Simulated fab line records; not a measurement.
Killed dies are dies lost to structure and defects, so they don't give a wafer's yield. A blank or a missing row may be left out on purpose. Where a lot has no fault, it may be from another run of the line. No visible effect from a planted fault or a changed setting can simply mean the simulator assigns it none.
The tool behind it: which one? + flow gf180mcu + 33 wafers from 11 lots sampled at 3 of the route's 602 steps

== WHAT EACH GAUGE READ, for each wafer ==
GF_PSD_TW_MEAS_11.
| lot  | measured     | on            | PSD_TW                        |
|------|--------------|---------------|-------------------------------|
| L380 | day 14 02:20 | film_metro-04 | 3161 3171 3144                |
| L381 | day 14 12:06 | film_metro-04 | 3142 3161 3151                |
| L384 | day 15 12:27 | film_metro-02 | 3151 3170 3171                |
| L388 | day 17 02:28 | film_metro-01 | 3204 3216 3230                |
| L389 | day 17 14:12 | film_metro-02 | 3161 3141 3156                |
| L390 | day 17 18:21 | film_metro-01 | 3192 3215 3217                |
| L395 | day 19 16:41 | film_metro-02 | 3153 3170 3172                |
| L396 | day 19 21:08 | film_metro-04 | 3007 3009 3017 3010 2995 3001 |
| L397 | day 20 09:17 | film_metro-04 | 3005 3007 3010 3007 3009 3008 |
| L402 | day 22 01:19 | film_metro-02 | 3147 3163 3171                |
| L403 | day 22 07:50 | film_metro-01 | 3201 3215 3209                |

== EACH LOT AND THE TOOL THAT RAN IT (in order: tool; ch and the chambers of the sampled wafers; start) ==
| lot  | GF_PSD_IMPLANT_09               | GF_PSD_STRIP_10                      |
|------|---------------------------------|--------------------------------------|
| L380 | implanter-02 ch 0, day 14 02:05 | plasma_asher-04 ch 1, day 14 02:14   |
| L381 | implanter-01 ch 0, day 14 11:51 | plasma_asher-04 ch 0,1, day 14 12:00 |
| L384 | implanter-02 ch 0, day 15 12:12 | plasma_asher-04 ch 0,1, day 15 12:21 |
| L388 | implanter-03 ch 0, day 17 02:16 | plasma_asher-03 ch 0,1, day 17 02:22 |
| L389 | implanter-03 ch 0, day 17 13:58 | plasma_asher-01 ch 0,1, day 17 14:05 |
| L390 | implanter-03 ch 0, day 17 18:08 | plasma_asher-01 ch 0,1, day 17 18:16 |
| L395 | implanter-01 ch 0, day 19 16:26 | plasma_asher-03 ch 0,1, day 19 16:35 |
| L396 | implanter-03 ch 0, day 19 20:54 | plasma_asher-04 ch 0,1, day 19 21:02 |
| L397 | implanter-03 ch 0, day 20 09:02 | plasma_asher-01 ch 0,1, day 20 09:11 |
| L402 | implanter-02 ch 0, day 22 01:03 | plasma_asher-03 ch 0,1, day 22 01:11 |
| L403 | implanter-02 ch 0, day 22 07:35 | plasma_asher-03 ch 0,1, day 22 07:44 |
- GF_PSD_IMPLANT_09
- GF_PSD_STRIP_10: strips in O2/N2.

== THE ANSWER, worked out from the rows above alone ==
Rule: the usual values come from the lots themselves. The widest of any qualifying gaps counts: lots, ordered by their means at a reading, are off when they make up no more than a third of the lots, leave a main group of 4 or more, and stand apart from it by 3 or more times the standard deviation of that group's means. A main group is skipped when, at the precision printed for the reading in the tables above, its means are all equal. Also off: a lot with no number at a reading for which 4 or more lots have one. The other lots that the step has rows for count as sound.
Off: L396, L397, at GF_PSD_TW_MEAS_11 (PSD_TW). Main group: mean 3176, sd 25.
If a tool, at a process step before that reading, ran all the lots that are off and no sound lot after the first of them, it fits. Gauges at GF_PSD_TW_MEAS_11: tried the same way as those tools. Can't be told from this: 2 tools fit, implanter-03 at GF_PSD_IMPLANT_09, film_metro-04 at GF_PSD_TW_MEAS_11.

== WHAT THE SIMULATOR HAD PUT IN ==
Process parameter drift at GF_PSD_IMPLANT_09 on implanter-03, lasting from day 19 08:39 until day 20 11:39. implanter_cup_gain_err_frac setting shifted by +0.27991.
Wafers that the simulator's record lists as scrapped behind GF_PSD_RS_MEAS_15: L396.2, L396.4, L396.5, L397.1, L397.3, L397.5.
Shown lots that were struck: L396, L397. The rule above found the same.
